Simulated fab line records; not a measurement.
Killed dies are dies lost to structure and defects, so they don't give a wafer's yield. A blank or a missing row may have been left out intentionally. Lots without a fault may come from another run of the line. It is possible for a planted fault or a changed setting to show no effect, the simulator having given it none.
Which tool was responsible? / flow gf180mcu / 24 lots, 72 wafers sampled, at 4 steps of a route of 602

== WHAT THE GAUGES SHOWED, per wafer ==
GF_M1_THK_MEAS_06: measures by xrf.
lot=L074; measured=day 15 22:41; on=filmMetro-04; M1_ALCU_THK (nm)=444 451 443
lot=L075; measured=day 16 14:10; on=filmMetro-04; M1_ALCU_THK (nm)=446 448 449
lot=L076; measured=day 16 22:45; on=filmMetro-04; M1_ALCU_THK (nm)=440 449 449
lot=L077; measured=day 17 02:26; on=filmMetro-03; M1_ALCU_THK (nm)=461 452 453
lot=L078; measured=day 17 12:50; on=filmMetro-03; M1_ALCU_THK (nm)=460 463 464
lot=L079; measured=day 17 18:17; on=filmMetro-03; M1_ALCU_THK (nm)=453 454 451
lot=L080; measured=day 18 09:46; on=filmMetro-02; M1_ALCU_THK (nm)=458 460 451
lot=L081; measured=day 18 17:27; on=filmMetro-04; M1_ALCU_THK (nm)=451 454 452
lot=L082; measured=day 19 02:27; on=filmMetro-03; M1_ALCU_THK (nm)=449 448 450
lot=L083; measured=day 19 09:41; on=filmMetro-02; M1_ALCU_THK (nm)=451 453 451
lot=L084; measured=day 19 22:43; on=filmMetro-03; M1_ALCU_THK (nm)=447 449 451
lot=L085; measured=day 20 03:03; on=filmMetro-03; M1_ALCU_THK (nm)=458 465 462
lot=L086; measured=day 20 21:46; on=filmMetro-02; M1_ALCU_THK (nm)=459 468 457
lot=L087; measured=day 21 09:22; on=filmMetro-03; M1_ALCU_THK (nm)=456 459 448
lot=L088; measured=day 21 12:42; on=filmMetro-03; M1_ALCU_THK (nm)=453 455 452
lot=L089; measured=day 21 18:17; on=filmMetro-03; M1_ALCU_THK (nm)=451 450 454
lot=L090; measured=day 22 01:13; on=filmMetro-04; M1_ALCU_THK (nm)=457 452 456
lot=L091; measured=day 22 13:04; on=filmMetro-03; M1_ALCU_THK (nm)=451 445 455
lot=L092; measured=day 22 21:29; on=filmMetro-04; M1_ALCU_THK (nm)=453 452 448
lot=L093; measured=day 23 04:07; on=filmMetro-02; M1_ALCU_THK (nm)=449 456 449
lot=L094; measured=day 23 08:11; on=filmMetro-02; M1_ALCU_THK (nm)=459 454 454
lot=L095; measured=day 23 19:35; on=filmMetro-02; M1_ALCU_THK (nm)=452 456 452
lot=L096; measured=day 24 03:45; on=filmMetro-03; M1_ALCU_THK (nm)=450 452 449
lot=L097; measured=day 24 10:20; on=filmMetro-03; M1_ALCU_THK (nm)=454 459 459

GF_V2_THK_MEAS_01.
lot=L074; measured=day 18 23:45; on=filmMetro-02; V2_CVD_00_THK (nm)=606 605 612
lot=L075; measured=day 19 16:13; on=filmMetro-04; V2_CVD_00_THK (nm)=598 603 595
lot=L076; measured=day 20 01:55; on=filmMetro-02; V2_CVD_00_THK (nm)=608 602 603
lot=L077; measured=day 20 05:04; on=filmMetro-04; V2_CVD_00_THK (nm)=612 596 601
lot=L078; measured=day 20 15:49; on=filmMetro-01; V2_CVD_00_THK (nm)=593 603 589
lot=L079; measured=day 20 23:04; on=filmMetro-01; V2_CVD_00_THK (nm)=605 599 607
lot=L080; measured=day 21 14:29; on=filmMetro-02; V2_CVD_00_THK (nm)=603 597 601
lot=L081; measured=day 21 21:22; on=filmMetro-04; V2_CVD_00_THK (nm)=596 598 600
lot=L082; measured=day 22 05:49; on=filmMetro-04; V2_CVD_00_THK (nm)=602 600 615
lot=L083; measured=day 22 10:49; on=filmMetro-04; V2_CVD_00_THK (nm)=611 595 596
lot=L084; measured=day 23 02:21; on=filmMetro-01; V2_CVD_00_THK (nm)=604 594 596
lot=L085; measured=day 23 04:20; on=filmMetro-04; V2_CVD_00_THK (nm)=608 603 602
lot=L086; measured=day 23 23:21; on=filmMetro-04; V2_CVD_00_THK (nm)=602 603 599
lot=L087; measured=day 24 10:25; on=filmMetro-04; V2_CVD_00_THK (nm)=601 601 604
lot=L088; measured=day 24 12:52; on=filmMetro-02; V2_CVD_00_THK (nm)=599 597 603
lot=L089; measured=day 24 18:45; on=filmMetro-04; V2_CVD_00_THK (nm)=594 597 606
lot=L090; measured=day 25 02:02; on=filmMetro-01; V2_CVD_00_THK (nm)=595 599 604
lot=L091; measured=day 25 12:01; on=filmMetro-04; V2_CVD_00_THK (nm)=588 592 601
lot=L092; measured=day 25 19:38; on=filmMetro-01; V2_CVD_00_THK (nm)=597 589 603
lot=L093; measured=day 26 01:49; on=filmMetro-01; V2_CVD_00_THK (nm)=597 589 598
lot=L094; measured=day 26 05:58; on=filmMetro-04; V2_CVD_00_THK (nm)=606 594 605
lot=L095; measured=day 26 15:58; on=filmMetro-02; V2_CVD_00_THK (nm)=594 602 601
lot=L096; measured=day 26 23:15; on=filmMetro-02; V2_CVD_00_THK (nm)=604 595 602
lot=L097; measured=day 27 05:50; on=filmMetro-01; V2_CVD_00_THK (nm)=605 607 609

GF_V2_THK_MEAS_03.
lot=L074; measured=day 18 23:53; on=filmMetro-01; V2_CVD_02_THK (nm)=837 852 845
lot=L075; measured=day 19 16:20; on=filmMetro-01; V2_CVD_02_THK (nm)=856 867 866
lot=L076; measured=day 20 02:03; on=filmMetro-04; V2_CVD_02_THK (nm)=838 850 859
lot=L077; measured=day 20 05:11; on=filmMetro-04; V2_CVD_02_THK (nm)=858 839 841
lot=L078; measured=day 20 15:56; on=filmMetro-04; V2_CVD_02_THK (nm)=841 848 848
lot=L079; measured=day 20 23:11; on=filmMetro-02; V2_CVD_02_THK (nm)=841 840 845
lot=L080; measured=day 21 14:37; on=filmMetro-01; V2_CVD_02_THK (nm)=843 852 853
lot=L081; measured=day 21 21:32; on=filmMetro-04; V2_CVD_02_THK (nm)=842 865 856
lot=L082; measured=day 22 05:56; on=filmMetro-02; V2_CVD_02_THK (nm)=841 858 862
lot=L083; measured=day 22 10:57; on=filmMetro-01; V2_CVD_02_THK (nm)=836 847 825
lot=L084; measured=day 23 02:29; on=filmMetro-01; V2_CVD_02_THK (nm)=849 852 868
lot=L085; measured=day 23 04:28; on=filmMetro-01; V2_CVD_02_THK (nm)=852 845 852
lot=L086; measured=day 23 23:29; on=filmMetro-01; V2_CVD_02_THK (nm)=843 849 856
lot=L087; measured=day 24 10:32; on=filmMetro-01; V2_CVD_02_THK (nm)=847 856 861
lot=L088; measured=day 24 12:59; on=filmMetro-02; V2_CVD_02_THK (nm)=839 839 855
lot=L089; measured=day 24 18:53; on=filmMetro-01; V2_CVD_02_THK (nm)=830 831 853
lot=L090; measured=day 25 02:10; on=filmMetro-04; V2_CVD_02_THK (nm)=838 857 852
lot=L091; measured=day 25 12:09; on=filmMetro-01; V2_CVD_02_THK (nm)=831 852 845
lot=L092; measured=day 25 19:46; on=filmMetro-04; V2_CVD_02_THK (nm)=848 836 861
lot=L093; measured=day 26 01:59; on=filmMetro-01; V2_CVD_02_THK (nm)=854 872 877
lot=L094; measured=day 26 06:05; on=filmMetro-04; V2_CVD_02_THK (nm)=848 847 859
lot=L095; measured=day 26 16:08; on=filmMetro-01; V2_CVD_02_THK (nm)=856 856 870
lot=L096; measured=day 26 23:23; on=filmMetro-02; V2_CVD_02_THK (nm)=829 837 848
lot=L097; measured=day 27 05:58; on=filmMetro-02; V2_CVD_02_THK (nm)=859 847 862

== EACH LOT AND THE TOOL THAT RAN IT (in order: tool; ch and the chambers of the sampled wafers; start) ==
lot=L074; GF_V1_CMP_04=cmp-01 ch 1,2,3, day 16 21:44
lot=L075; GF_V1_CMP_04=cmp-01 ch 2,3, day 17 13:58
lot=L076; GF_V1_CMP_04=cmp-02 ch 1,2,3, day 17 23:10
lot=L077; GF_V1_CMP_04=cmp-01 ch 0,2,3, day 18 02:18
lot=L078; GF_V1_CMP_04=cmp-01 ch 0,1,2, day 18 13:01
lot=L079; GF_V1_CMP_04=cmp-02 ch 1,2,3, day 18 18:59
lot=L080; GF_V1_CMP_04=cmp-01 ch 0,2,3, day 19 11:12
lot=L081; GF_V1_CMP_04=cmp-02 ch 1,2,3, day 19 18:24
lot=L082; GF_V1_CMP_04=cmp-01 ch 1,3, day 20 03:56
lot=L083; GF_V1_CMP_04=cmp-01 ch 1,2,3, day 20 10:18
lot=L084; GF_V1_CMP_04=cmp-02 ch 0,3, day 20 23:36
lot=L085; GF_V1_CMP_04=cmp-02 ch 0,1,3, day 21 04:13
lot=L086; GF_V1_CMP_04=cmp-01 ch 2,3, day 21 23:02
lot=L087; GF_V1_CMP_04=cmp-02 ch 1,2,3, day 22 09:48
lot=L088; GF_V1_CMP_04=cmp-02 ch 0,1,3, day 22 12:07
lot=L089; GF_V1_CMP_04=cmp-02 ch 0,2,3, day 22 18:53
lot=L090; GF_V1_CMP_04=cmp-02 ch 0,3, day 23 02:21
lot=L091; GF_V1_CMP_04=cmp-01 ch 0,3, day 23 13:17
lot=L092; GF_V1_CMP_04=cmp-02 ch 1,2,3, day 23 21:14
lot=L093; GF_V1_CMP_04=cmp-01 ch 2,3, day 24 03:55
lot=L094; GF_V1_CMP_04=cmp-02 ch 0,2,3, day 24 07:16
lot=L095; GF_V1_CMP_04=cmp-01 ch 1,2,3, day 24 18:31
lot=L096; GF_V1_CMP_04=cmp-01 ch 1,2, day 25 02:49
lot=L097; GF_V1_CMP_04=cmp-01 ch 1,3, day 25 09:09
- GF_V1_CMP_04: polishes SiO2.

== AS READ BY THE TOOLS THEMSELVES (means over the sampled wafers that have a number; for cases with no such wafer, the mark the record gives instead) ==
GF_V1_CMP_04.
lot=L074; tool=cmp-01; motorCurrentA (A)=13.0; timeToEndpointS (s)=97
lot=L075; tool=cmp-01; motorCurrentA (A)=13.3; timeToEndpointS (s)=97
lot=L076; tool=cmp-02; motorCurrentA (A)=13.3; timeToEndpointS (s)=90
lot=L077; tool=cmp-01; motorCurrentA (A)=12.6; timeToEndpointS (s)=96
lot=L078; tool=cmp-01; motorCurrentA (A)=11.8; timeToEndpointS (s)=100
lot=L079; tool=cmp-02; motorCurrentA (A)=13.5; timeToEndpointS (s)=98
lot=L080; tool=cmp-01; motorCurrentA (A)=12.9; timeToEndpointS (s)=101
lot=L081; tool=cmp-02; motorCurrentA (A)=13.3; timeToEndpointS (s)=94
lot=L082; tool=cmp-01; motorCurrentA (A)=12.8; timeToEndpointS (s)=98
lot=L083; tool=cmp-01; motorCurrentA (A)=12.9; timeToEndpointS (s)=93
lot=L084; tool=cmp-02; motorCurrentA (A)=13.2; timeToEndpointS (s)=98
lot=L085; tool=cmp-02; motorCurrentA (A)=13.2; timeToEndpointS (s)=98
lot=L086; tool=cmp-01; motorCurrentA (A)=13.3; timeToEndpointS (s)=96
lot=L087; tool=cmp-02; motorCurrentA (A)=13.8; timeToEndpointS (s)=98
lot=L088; tool=cmp-02; motorCurrentA (A)=13.3; timeToEndpointS (s)=99
lot=L089; tool=cmp-02; motorCurrentA (A)=13.2; timeToEndpointS (s)=98
lot=L090; tool=cmp-02; motorCurrentA (A)=13.2; timeToEndpointS (s)=95
lot=L091; tool=cmp-01; motorCurrentA (A)=13.6; timeToEndpointS (s)=102
lot=L092; tool=cmp-02; motorCurrentA (A)=13.5; timeToEndpointS (s)=98
lot=L093; tool=cmp-01; motorCurrentA (A)=13.3; timeToEndpointS (s)=98
lot=L094; tool=cmp-02; motorCurrentA (A)=12.9; timeToEndpointS (s)=97
lot=L095; tool=cmp-01; motorCurrentA (A)=12.8; timeToEndpointS (s)=98
lot=L096; tool=cmp-01; motorCurrentA (A)=11.8; timeToEndpointS (s)=98
lot=L097; tool=cmp-01; motorCurrentA (A)=13.0; timeToEndpointS (s)=88

== THE ANSWER, worked out from the rows above alone ==
Rule: the lots themselves supply what counts as usual. Put in order of their means at a reading, lots are off if they are a third of the lots or fewer, leave a main group of 4 or more, and stand apart from it by a gap of 3 or more times the standard deviation of the main group's means; of several such gaps the widest counts. A main group is skipped when, at the precision printed for the reading in the tables above, its means are all equal. A lot without any number at a reading at which 4 lots or more have one is off too. The other lots that the step has rows for count as sound. Order of review: gauges by route order, followed by the tools' own readings, for which a lot's mean as printed above is used. The first step at which some lot is off is used, and at that step the reading that is off furthest; a lot without a number counts as furthest.
None of the lots is off at any reading shown; this tells nothing.

== WHAT THE SIMULATOR HAD INSERTED ==
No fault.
